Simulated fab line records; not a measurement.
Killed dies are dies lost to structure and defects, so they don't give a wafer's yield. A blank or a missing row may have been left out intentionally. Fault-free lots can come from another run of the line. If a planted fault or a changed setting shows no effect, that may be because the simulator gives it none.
fab line records | flow sky130
[record] lots = 5 | wafers = 15 | last_day = 50
route steps=708 shown LI_CONTACT@365 PAD_OPEN@708
lots that met no fault: taken from a fault-free run of the same line
start_h: hours from the record's opening day to when the first of the lot's shown wafers began | wait_h: hours elapsed since this lot's preceding step | " as in the row above | L1.1+2: one row covering several wafers at once | - no value present, or no start provided | * or withheld: withheld | < > ~ a bound
route shown NAME@n: names a module that has steps shown in the file, with the first one's number in the route | usual: mean and standard deviation over wafers with no fault | same: alike in all rows | chamber/n: place in a boat | sites: per-site readings | _std_site: the standard deviation of these | _edge_site: inner sites' mean taken away from outer sites' mean | radius_mm: how far each site lies from the wafer's centre | mask NAME#n: copy n | behind: tool/chamber where the wafer was last shaped | hold: reason for holding the lot/hours on hold/outcome of the hold | device: the transistor (n, p or np) that didn't switch | end of line: tests of these same wafers at the route's end | a step given without rows: its recipe and nothing more | killed: count of dies lost to structure and defects at first sort (not the wafer's yield) | map: a wafer's dies, marking killed ones x, the rest . and places with no die _
set.NAME: the run value of the setting; set.NAME@STEP: its run value at that earlier step | model.NAME: the simulator's own value behind a step, which no gauge read
lots at selected steps of the route; one table per step, one row per wafer
services: from which hour (start_h, from the record's first day; less than 0 if before it) a tool's chamber was out of use, for how many hours, and why
[[steps]]
[step SKY_LI_CONTACT_BOW_MEAS_03]
[recipe] mode = bow
[usual] LI_CONTACT_BOW = 56/7.1
lot.wafer | tool          | chamber | start_h | wait_h | LI_CONTACT_BOW[um]
L290.1    | film_metro-04 | -       | 730.09  | 0.1    | 49
L290.2    | "             | -       | "       | "      | 45
L290.5    | "             | -       | "       | "      | 53
L293.3    | film_metro-01 | -       | 742.00  | 0.2    | 51
L293.4    | "             | -       | "       | "      | 49
L293.5    | "             | -       | "       | "      | 48
L300.2    | film_metro-01 | -       | 797.98  | 0.2    | 51
L300.4    | "             | -       | "       | "      | 51
L300.5    | "             | -       | "       | "      | 51
L304.1    | film_metro-01 | -       | 839.84  | 0.1    | 58
L304.4    | "             | -       | "       | "      | 78
L304.6    | "             | -       | "       | "      | 60
L303.3    | film_metro-04 | -       | 843.08  | 0.2    | 53
L303.4    | "             | -       | "       | "      | 49
L303.5    | "             | -       | "       | "      | 62
[step SKY_LI_CONTACT_DEHYDRATE_04]
[recipe] temp_c = 200 | time_s = 60
[step SKY_LI_CONTACT_HMDS_05]
[recipe] prime_time_s = 60 | prime_temp_c = 120
[step SKY_LI_CONTACT_COAT_06]
[recipe] resist = BARC | temp_c = withheld | time_s = withheld | spin_rpm = 3000 | resist_thk_nm = 60
[step SKY_LI_CONTACT_COAT_07]
[recipe] resist = KrF-thick | spin_rpm = 3000 | resist_thk_nm = 450
[step SKY_LI_CONTACT_SOFTBAKE_08]
[recipe] temp_c = 100 | time_s = 90 | resist = KrF-thick
[step SKY_LI_CONTACT_EXPOSE_09]
[recipe] mask_id = LICM1 | na = 0.8 | source_shape = annular | sigma_inner = 0.55 | sigma_outer = 0.85 | target_cd_nm = 170 | dose_mj = 38
[step SKY_LI_CONTACT_PEB_10]
[recipe] peb_temp_c = withheld | peb_time_s = withheld | resist = KrF-thick
[step SKY_LI_CONTACT_DEVELOP_11]
[recipe] develop_time_s = 60 | resist = KrF-thick | dev_temp_c = 21
[step SKY_LI_CONTACT_CD_MEAS_12]
[recipe] target_cd_nm = 170
[usual] cd_nm = 170.0/1.6
lot.wafer | tool      | chamber | start_h | wait_h | cd_nm
L290.1    | cd_sem-01 | -       | 757.48  | -      | 166.7
L290.2    | "         | -       | "       | "      | 168.6
L290.5    | "         | -       | "       | "      | 169.2
L293.3    | cd_sem-01 | -       | 768.70  | -      | 171.9
L293.4    | "         | -       | "       | "      | 170.1
L293.5    | "         | -       | "       | "      | 171.0
L300.2    | cd_sem-01 | -       | 825.10  | -      | 169.3
L300.4    | "         | -       | "       | "      | 170.1
L300.5    | "         | -       | "       | "      | 169.6
L304.1    | cd_sem-02 | -       | 865.21  | -      | 169.7
L304.4    | "         | -       | "       | "      | 169.1
L304.6    | "         | -       | "       | "      | 168.1
L303.3    | cd_sem-01 | -       | 868.52  | -      | 168.9
L303.4    | "         | -       | "       | "      | 169.9
L303.5    | "         | -       | "       | "      | 168.6
[step SKY_LI_CONTACT_OVL_MEAS_13]
[usual] LI_CONTACT_OVL = -3/5.5
lot.wafer | tool       | chamber | start_h | wait_h | LI_CONTACT_OVL[nm]
L290.1    | overlay-02 | -       | 757.60  | 0.1    | 0
L290.2    | "          | -       | "       | "      | -6
L290.5    | "          | -       | "       | "      | -8
L293.3    | overlay-01 | -       | 768.79  | 0.1    | 6
L293.4    | "          | -       | "       | "      | -2
L293.5    | "          | -       | "       | "      | 7
L300.2    | overlay-02 | -       | 825.20  | 0.1    | -6
L300.4    | "          | -       | "       | "      | -10
L300.5    | "          | -       | "       | "      | -1
L304.1    | overlay-02 | -       | 865.33  | 0.1    | -9
L304.4    | "          | -       | "       | "      | -6
L304.6    | "          | -       | "       | "      | -2
L303.3    | overlay-02 | -       | 868.61  | 0.1    | -4
L303.4    | "          | -       | "       | "      | 4
L303.5    | "          | -       | "       | "      | -5
[step SKY_LI_CONTACT_ETCH_14]
[recipe] chemistry = N2/H2 | target = BARC | ion_energy_ev = 200 | source_w = 500 | bias_w = 100 | pressure_mtorr = 30 | n2_flow_sccm = 100 | h2_flow_sccm = 200 | stop_on = SiO2 | time_s = 45.9 | target_depth_a = 600
[usual] drypump_motor_current_A = 5.9/0.54 | n2_flow_sccm = 100.0/0.32 | oes_product_au = 0.854/0.0049 | throttle_valve_pct = 13.225/0.0091
lot.wafer | tool        | chamber | start_h | wait_h | drypump_motor_current_A | n2_flow_sccm | oes_product_au | rf_hours_counter_h | throttle_valve_pct
L290.1    | rie_diel-01 | 0       | 757.63  | 0.0    | 5.5                     | 99.4         | 0.852          | 5                  | 13.205
L290.2    | "           | 2       | "       | "      | 6.2                     | 100.2        | 0.858          | 8                  | 13.231
L290.5    | "           | 0       | "       | "      | 5.5                     | 99.7         | 0.866          | -                  | 13.227
L293.3    | rie_diel-04 | 1       | 768.81  | 0.0    | 5.9                     | 99.9         | 0.845          | 8                  | 13.222
L293.4    | "           | 2       | "       | "      | 6.4                     | 100.1        | 0.855          | 11                 | 13.215
L293.5    | "           | 2       | "       | "      | 6.4                     | 100.0        | 0.857          | -                  | 13.226
L300.2    | rie_diel-03 | 2       | 825.23  | 0.0    | 5.9                     | 99.6         | 0.852          | 32                 | 13.230
L300.4    | "           | 0       | "       | "      | 6.2                     | 99.6         | 0.863          | 21                 | 13.230
L300.5    | "           | 2       | "       | "      | 5.9                     | 100.1        | 0.848          | -                  | 13.227
L304.1    | rie_diel-03 | 0       | 865.36  | 0.0    | 6.2                     | 100.5        | 0.862          | 22                 | 13.221
L304.4    | "           | 1       | "       | "      | 6.0                     | 100.0        | 0.867          | -                  | 13.210
L304.6    | "           | 3       | "       | "      | 5.4                     | 100.2        | 0.855          | -                  | 13.228
L303.3    | rie_diel-01 | 3       | 868.63  | 0.0    | 4.7                     | 99.4         | 0.859          | 17                 | 13.235
L303.4    | "           | 2       | "       | "      | 6.2                     | 100.1        | 0.853          | 12                 | 13.223
L303.5    | "           | 1       | "       | "      | 6.0                     | 99.9         | 0.855          | -                  | 13.214
[step SKY_LI_CONTACT_ETCH_15]
[recipe] target = PSG | chemistry = C4F8/O2/Ar | stop_on = Si | taper_deg = 4.15 | mask_material = KrF-thick | source_w = 1500 | bias_w = 1200 | pressure_mtorr = 40 | c4f8_flow_sccm = withheld | O2_flow_sccm = 6 | Ar_flow_sccm = 300 | time_s = withheld | target_depth_a = 6000
[usual] oes_product_au = 0.837/0.0043
lot.wafer | tool        | chamber | start_h | wait_h | oes_product_au | model.KrF-thick_of_LI_CONTACT_COAT_07.thk_nm | model.etch.depth_nm | model.LI_CONTACT.feature_depth_nm
L290.1    | rie_diel-01 | 0       | 757.68  | 0.0    | 0.808          | 279.9                                        | 555.7               | 555.7
L290.2    | "           | 2       | "       | "      | 0.829          | 232.7                                        | 597.5               | 597.5
L290.5    | "           | 0       | "       | "      | 0.807          | 277.7                                        | 558.3               | 558.3
L293.3    | rie_diel-04 | 1       | 768.85  | 0.0    | 0.833          | 228.1                                        | 598                 | 598
L293.4    | "           | 2       | "       | "      | 0.832          | 234.3                                        | 598.7               | 598.7
L293.5    | "           | 2       | "       | "      | 0.838          | 234.1                                        | 597.6               | 597.6
L300.2    | rie_diel-03 | 2       | 825.28  | 0.0    | 0.837          | 234.1                                        | 596.4               | 596.4
L300.4    | "           | 0       | "       | "      | 0.839          | 236                                          | 597.3               | 597.3
L300.5    | "           | 2       | "       | "      | 0.831          | 234.9                                        | 595.8               | 595.8
L304.1    | rie_diel-03 | 0       | 865.40  | 0.0    | 0.844          | 228.7                                        | 599.2               | 599.2
L304.4    | "           | 1       | "       | "      | 0.840          | 231.5                                        | 596.8               | 596.8
L304.6    | "           | 3       | "       | "      | 0.840          | 228.5                                        | 599                 | 599
L303.3    | rie_diel-01 | 3       | 868.68  | 0.0    | 0.842          | 231.8                                        | 598.5               | 598.5
L303.4    | "           | 2       | "       | "      | 0.831          | 234                                          | 597.4               | 597.4
L303.5    | "           | 1       | "       | "      | 0.832          | 229.5                                        | 598.4               | 598.4
[step SKY_LI_CONTACT_STRIP_16]
[recipe] chemistry = O2/N2 | power_w = 1400 | pressure_mtorr = 1500 | platen_temp_c = withheld | o2_flow_sccm = 3000 | n2_flow_sccm = 300 | overash_fraction = 0.5
[usual] drypump_motor_current_A = 5.80/0.26 | n2_flow_sccm = 299.8/0.92 | oes_product_au = 0.376/0.0046 | strip_time_to_endpoint_s = 3.50/0.038
lot.wafer | tool            | chamber | start_h | wait_h | drypump_motor_current_A | n2_flow_sccm | oes_product_au | rf_hours_counter_h | strip_time_to_endpoint_s
L290.1    | plasma_asher-02 | 0       | 757.76  | -      | 6.12                    | 299.3        | 0.398          | 89                 | 4.01
L290.2    | "               | 1       | "       | "      | 5.48                    | 299.8        | 0.374          | 89                 | 3.52
L290.5    | "               | 1       | "       | "      | 5.48                    | 298.5        | 0.399          | -                  | 3.98
L293.3    | plasma_asher-04 | 1       | 768.97  | -      | 5.94                    | 300.6        | 0.380          | -                  | 3.45
L293.4    | "               | 0       | "       | "      | 5.49                    | 299.9        | 0.382          | -                  | 3.51
L293.5    | "               | 1       | "       | "      | 5.98                    | 300.5        | 0.381          | -                  | 3.54
L300.2    | plasma_asher-02 | 1       | 825.36  | -      | 5.47                    | 299.4        | 0.375          | 96                 | 3.52
L300.4    | "               | 0       | "       | "      | 6.11                    | 300.8        | 0.372          | -                  | 3.53
L300.5    | "               | 1       | "       | "      | 5.50                    | 301.3        | 0.383          | -                  | 3.53
L304.1    | plasma_asher-04 | 0       | 865.49  | -      | 5.53                    | 299.2        | 0.375          | 12                 | 3.48
L304.4    | "               | 1       | "       | "      | 5.92                    | 300.3        | 0.376          | -                  | 3.49
L304.6    | "               | 1       | "       | "      | 5.96                    | 299.5        | 0.375          | -                  | 3.46
L303.3    | plasma_asher-02 | 0       | 868.80  | -      | 6.11                    | 299.8        | 0.383          | -                  | 3.52
L303.4    | "               | 1       | "       | "      | 5.49                    | 299.9        | 0.371          | -                  | 3.53
L303.5    | "               | 1       | "       | "      | 5.48                    | 300.7        | 0.374          | -                  | 3.48
[step SKY_LI_CONTACT_CLEAN_17]
[recipe] chemistry = NMP | time_s = 600 | temp_c = 60 | dry = n2_spin
[step SKY_PAD_OPEN_PROBE_99]
[usual] killed_at_M0_to_M3 = 42/6.6 | killed_at_M4_up = 3.1/1.9 | killed_at_contacts = 24/5.6 | killed_at_front_end = 15/4.8 | killed_at_other = 0.3/0.48 | killed_dies = 84/10 | killed_on_rim = 16/3.9 | killed_open = 47/6.8 | killed_short = 37/6.8
[same] gross_dies = 492 | killed_at_back_side = 0
lot.wafer | tool      | chamber | start_h | wait_h | killed_at_M0_to_M3 | killed_at_M4_up | killed_at_contacts | killed_at_front_end | killed_at_other | killed_dies | killed_on_rim | killed_open | killed_short
L290.1    | prober-02 | -       | 1136.51 | 0.1    | 36                 | 3               | 439                | 11                  | 0               | 489         | 94            | 37          | 41
L290.5    | prober-02 | -       | 1136.71 | 0.2    | 43                 | 4               | 426                | 17                  | 0               | 490         | 94            | 53          | 39
L293.3    | prober-01 | -       | 1145.28 | 0.2    | 49                 | 6               | 23                 | 8                   | 0               | 86          | 20            | 43          | 43
L293.4    | prober-01 | -       | 1145.33 | 0.2    | 49                 | 3               | 30                 | 23                  | 0               | 105         | 19            | 55          | 50
L293.5    | prober-01 | -       | 1145.38 | 0.2    | 42                 | 1               | 11                 | 15                  | 0               | 69          | 10            | 43          | 26
L300.2    | prober-02 | -       | 1181.49 | 0.1    | 35                 | 2               | 20                 | 11                  | 0               | 68          | 16            | 41          | 27
L300.4    | prober-02 | -       | 1181.59 | 0.2    | 31                 | 3               | 13                 | 13                  | 0               | 60          | 9             | 30          | 30
L300.5    | prober-02 | -       | 1181.64 | 0.2    | 41                 | 4               | 29                 | 13                  | 0               | 87          | 15            | 55          | 32
// killed by level:class
L290.1 LI_CONTACT:area_etch=411 METAL2:geometric_particle:short=9 VIA1:geometric_particle:open=8 LI_CONTACT:geometric_particle:open=8 CONTACT:geometric_particle:open=7 LI_CONTACT:geometric_particle:short=5 LOCAL_INTERCONNECT:geometric_particle:short=5 VIA1:geometric_particle:short=4
L290.5 LI_CONTACT:area_etch=398 VIA2:geometric_particle:open=10 CONTACT:geometric_particle:open=10 FIELD_ISO:geometric_particle:short=8 VIA3:geometric_particle:open=8 CONTACT:geometric_particle:short=8 LI_CONTACT:geometric_particle:open=7 METAL1:geometric_particle:short=6
L293.3 VIA2:geometric_particle:open=9 VIA3:geometric_particle:open=9 CONTACT:geometric_particle:open=7 VIA1:geometric_particle:open=6 CONTACT:geometric_particle:short=6 METAL1:geometric_particle:short=5 METAL4:geometric_particle:short=5 LOCAL_INTERCONNECT:geometric_particle:short=4
L293.4 VIA1:geometric_particle:open=11 VIA1:geometric_particle:short=10 LI_CONTACT:geometric_particle:open=9 METAL1:geometric_particle:short=9 POLY_GATE:geometric_particle:open=7 CONTACT:geometric_particle:open=7 FIELD_ISO:geometric_particle:short=6 VIA3:geometric_particle:open=6
L293.5 VIA1:geometric_particle:open=9 VIA2:geometric_particle:open=8 FIELD_ISO:geometric_particle:open=5 CONTACT:geometric_particle:open=5 VIA1:geometric_particle:short=5 METAL2:geometric_particle:short=5 VIA3:geometric_particle:open=5 LI_CONTACT:geometric_particle:open=4
L300.2 VIA1:geometric_particle:open=10 LI_CONTACT:geometric_particle:open=8 VIA2:geometric_particle:open=7 METAL1:geometric_particle:short=6 CONTACT:geometric_particle:short=5 CONTACT:geometric_particle:open=5 POLY_GATE:geometric_particle:open=3 VIA1:geometric_particle:short=3
L300.4 CONTACT:geometric_particle:open=6 VIA1:geometric_particle:open=5 FIELD_ISO:geometric_particle:short=4 FIELD_ISO:geometric_particle:open=4 METAL2:geometric_particle:short=4 VIA2:geometric_particle:open=4 POLY_GATE:geometric_particle:short=3 METAL1:geometric_particle:short=3
L300.5 CONTACT:geometric_particle:open=13 VIA1:geometric_particle:open=9 VIA2:geometric_particle:open=8 LI_CONTACT:geometric_particle:open=6 POLY_GATE:geometric_particle:open=5 METAL1:geometric_particle:short=5 LOCAL_INTERCONNECT:geometric_particle:short=4 CONTACT:geometric_particle:short=4
// map L290.5 (x killed, . not)
__________xxxxxxxxxx_________
________xxxxxxxxxxxxxx_______
______.xxxxxxxxxxxxxxxxx_____
_____xxxxxxxxxxxxxxxxxxxx____
____xxxxxxxxxxxxxxxxxxxxxx___
___xxxxxxxxxxxxxxxxxxxxxxxx__
__xxxxxxxxxxxxxxxxxxxxxxxxxx_
_xxxxxxxxxxxxxxxxxxxxxxxxxxxx
_xxxxxxxxxxxxxxxxxxxxxxxxxxxx
_xxxxxxxxxxxxxxxxxxxxxxxxxxxx
_xxxxxxxxxxxxxxxxxxxxxxxxxxxx
_xxxxxxxxxxxxxxxxxxxxxxxxxxxx
_xxxxxxxxxxxxxxxxxxxxxxxxxxxx
_xxxxxxxxxxxxxxxxxxxxxxxxxxxx
_xxxxxxxxxxxxxxxxxxxxxxxxxxxx
__xxxxxxxxxxxxxxxxxxxxxxxxxx_
___xxxxxxxxxxxxxxxxxxxxxxxx__
____x.xxxxxxxxxxxxxxxxxxxx___
_____xxxxxxxxxxxxxxxxxxxx____
______xxxxxxxxxxxxxxxxxx_____
________xxxxxxxxxxxxxx_______
__________xxxxxxxxxx_________
// map L303.5 (x killed, . not)
__________......x..._________
________..x.x.....xx.._______
______.....x..........x._____
_____.......xx..xx...x...____
____..x.......x....x.....x___
___.xx........x..x...xx.x.x__
__..............x....x...xx._
_........................xx..
_......x.........x...........
_.......x..x................x
_...x...x.x..xx.x...x......x.
_....xx.........xx..x...x....
_...............x.......xxx..
_x..x.xx...........x........x
_........x................xx.
__...x..x.......xx.........x_
___................x...xx..__
____..x...xx..x.x....xxx.x___
_____.....x..............____
______...x.............._____
________.....x.x.x.x.._______
__________...x.....x_________
[[services]]
tool            | chamber | start_h | hours | kind
plasma_asher-04 | -       | 733.75  | 9.0   | pm
plasma_asher-04 | 0       | 733.75  | 9.0   | vent_cycle
plasma_asher-04 | 1       | 733.75  | 9.0   | vent_cycle
plasma_asher-04 | 0       | 742.75  | -     | clean
plasma_asher-04 | 1       | 742.75  | -     | clean
rie_diel-04     | -       | 749.66  | 0.5   | repair
rie_diel-04     | 1       | 754.62  | 13.8  | repair
rie_diel-03     | -       | 758.68  | 14.6  | pm
plasma_asher-04 | -       | 760.96  | 0.4   | repair
rie_diel-01     | 1       | 767.13  | 2.8   | repair
rie_diel-03     | 0       | 774.26  | 1.4   | repair
rie_diel-04     | 1       | 789.15  | 12.3  | repair
rie_diel-01     | 1       | 797.37  | 5.7   | repair
rie_diel-03     | -       | 818.86  | 1.9   | repair
rie_diel-03     | 2       | 843.82  | 6.0   | repair
rie_diel-03     | 2       | 849.86  | -     | clean
rie_diel-03     | 2       | 849.86  | 15.8  | scheduled_down
rie_diel-03     | 2       | 849.86  | 15.8  | vent_cycle
rie_diel-03     | 1       | 865.69  | -     | clean
rie_diel-03     | 1       | 865.69  | 21.8  | scheduled_down
rie_diel-03     | 1       | 865.69  | 21.8  | vent_cycle
[[key]]
[first_sign] step = SKY_LI_CONTACT_ETCH_15 | reading = oes_product_au | direction = down | sigmas = 6.8 | usual = 0.837 | struck = 0.807
[effect] step = SKY_LI_CONTACT_STRIP_16 | reading = strip_time_to_endpoint_s | direction = up | sigmas = 13 | usual = * | struck = *
[effect] step = SKY_PAD_OPEN_PROBE_99 | reading = killed_at_contacts | direction = up | sigmas = 73 | usual = 24 | struck = 432
[model_effect] step = SKY_LI_CONTACT_ETCH_15 | value = KrF-thick_of_LI_CONTACT_COAT_07.thk_nm | without = 227.2 | struck = 278.8
[more_kills_born_at] SKY_LI_CONTACT_ETCH_15@rie_diel-01 = 809
met_at SKY_LI_CONTACT_ETCH_15
struck_wafers L290.1,L290.5
later_rows_left_out L290.1,L290.5
tester_left_out L290
[fault] kind = process_parameter_drift | tool = rie_diel-01 | chamber = 0 | onset_h = 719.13 | steps = SKY_LI_CONTACT_ETCH_15 | channel = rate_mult | offset = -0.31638 | shape = step | end_h = 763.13
// tester_left_out: of these lots the tester's yield and bins aren't shown, on N5 and GAA mostly nor the transistor test; their killed dies are dies lost to structure and defects alone, not to doping, threshold or leakage, so they don't give the yield
// later_rows_left_out: the simulator's readings of these wafers behind a module that went badly wrong aren't trusted and aren't shown, but for the sort
